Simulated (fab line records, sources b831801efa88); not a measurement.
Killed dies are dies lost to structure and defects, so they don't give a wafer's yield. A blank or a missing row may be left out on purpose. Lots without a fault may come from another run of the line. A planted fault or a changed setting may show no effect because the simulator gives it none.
A struck lot beside a sound one | flow sky130 | 22 steps out of a route of 708
Sound: wafers L666.1, L666.3, L666.4. Struck: wafer L678.5. (L678.1, L678.4 of the same lot were not struck and are left out.) The cause comes at the end.
At each step with rows: each side's tool, then ch and its chambers, then its first start. Under that, the readings that differ: sound wafers | struck wafers | difference of the means | sigmas: that difference in standard deviations of wafers without a fault.
alike: readings whose means differ by less than 2 such deviations, and words and numbers that are the same on both sides. not compared: withheld readings, readings that some wafer has no value for, bounds like >300 that may hide the same value, and numbers for which the record gives no deviation and whose values overlap.
The two part at a step that has a row with sigmas, a row that says differs or no value, or rows on one side only. Numbers that don't overlap but have no deviation are shown without sigmas and don't part them. A reading that every wafer of one side lacks parts them only if that side has two wafers or more.

SKY_SD_N_RTA_14: time 2 s.
  sound on rtp_anneal-02 ch 0, day 31 18:42; struck on rtp_anneal-01 ch 0, day 35 10:03
  alike: anneal_temp_c_max, lamp_power_pct, wafer_temp_C_max
SKY_SD_N_RS_MEAS_16: measures by four-point-probe.
  sound on film_metro-01, day 31 18:53; struck on film_metro-02, day 35 10:14
  alike: SD_N_RS
SKY_SD_N_RS_MEAS_17: measures by four-point-probe.
  sound on film_metro-01, day 31 19:00; struck on film_metro-02, day 35 10:21
  alike: SD_P_RS
SKY_SD_N_RS_MEAS_18: measures by four-point-probe.
  sound on film_metro-01, day 31 19:07; struck on film_metro-02, day 35 10:28
  alike: RES_XHIGH_RS
then, 2 steps without rows for these wafers: SKY_SALICIDE_CLEAN_00 (cleans in HF-last, time 30 s); SKY_LI_CONTACT_HDPCVD_00 (deposits PSG, target thk 930 nm, time 155 s).
SKY_LI_CONTACT_THK_MEAS_01:
  sound on film_metro-01, day 31 19:22; struck on film_metro-03, day 35 10:43
  alike: LI_CONTACT_HDPCVD_THK
SKY_LI_CONTACT_CMP_02: polishes PSG.
  sound on cmp-01 ch 0,2,3, day 31 19:25; struck on cmp-02 ch 1, day 35 10:49
  reading             | sound          | struck | difference | sigmas
  motor_current_A (A) | 13.3 14.8 11.5 | 9.9    | -3.3       | -2
  alike: head_pressure_psi, time_to_endpoint_s
SKY_LI_CONTACT_BOW_MEAS_03:
  sound on film_metro-02, day 31 19:43; struck on film_metro-03, day 35 11:04
  alike: LI_CONTACT_BOW
then, 2 steps without rows for these wafers: SKY_LI_CONTACT_DEHYDRATE_04 (time 60 s); SKY_LI_CONTACT_HMDS_05 (prime time 60 s).
SKY_LI_CONTACT_COAT_06: resist thk 60 nm.
  sound on litho_track-04 ch 0, day 32 09:52; struck on litho_track-01 ch 0, day 36 00:03
then, 5 steps without rows for these wafers: SKY_LI_CONTACT_COAT_07 (resist thk 450 nm); SKY_LI_CONTACT_SOFTBAKE_08 (time 90 s); SKY_LI_CONTACT_EXPOSE_09 (exposes mask LICM1, target cd 170 nm); SKY_LI_CONTACT_PEB_10; SKY_LI_CONTACT_DEVELOP_11 (develop time 60 s).
SKY_LI_CONTACT_CD_MEAS_12: target cd 170 nm.
  sound on cd_sem-02, day 32 22:55; struck on cd_sem-02, day 36 12:53
  alike: cd_nm
SKY_LI_CONTACT_OVL_MEAS_13:
  sound on overlay-02, day 32 23:02; struck on overlay-02, day 36 13:01
  alike: LI_CONTACT_OVL
SKY_LI_CONTACT_ETCH_14: etches BARC in N2/H2, stops on SiO2, time 45.9 s, target depth 60 nm.
  sound on rie_diel-03 ch 0,2,3, day 32 23:04; struck on rie_diel-01 ch 2, day 36 13:02
  reading                  | sound                | struck | difference | sigmas
  throttle_valve_pct (%)   | 13.225 13.227 13.221 | 13.242 | +0.018     | +2
  model.etch.depth_nm (nm) | 60.12 60.1 60.17     | 59.51  | -0.62      |
  alike: drypump_motor_current_A, oes_product_au
  not compared: rf_hours_counter_h
SKY_LI_CONTACT_ETCH_15: etches PSG in C4F8/O2/Ar, stops on Si, target depth 600 nm.
  sound on rie_diel-03 ch 0,2,3, day 32 23:07; struck on rie_diel-01 ch 2, day 36 13:05
  alike: oes_product_au
-- the record jumps here: 14 days lie between the struck wafers' starts before and after (it left off in module LI_CONTACT and takes up again in module PAD_OPEN, whose first step shown is number 708 of the route) --
SKY_PAD_OPEN_PROBE_99:
  sound on prober-01, day 48 15:58; struck on prober-01, day 50 22:43
  reading         | sound | struck | difference | sigmas
  killed_at_M4_up | 3 3 1 | 7      | +5         | +3
  alike: killed_at_M0_to_M3, killed_at_contacts, killed_at_front_end, killed_at_other, killed_dies, killed_open, killed_short

WHERE THEY PART
First at SKY_LI_CONTACT_CMP_02; last, within this record, at SKY_PAD_OPEN_PROBE_99.

WHY: what the simulator had put in
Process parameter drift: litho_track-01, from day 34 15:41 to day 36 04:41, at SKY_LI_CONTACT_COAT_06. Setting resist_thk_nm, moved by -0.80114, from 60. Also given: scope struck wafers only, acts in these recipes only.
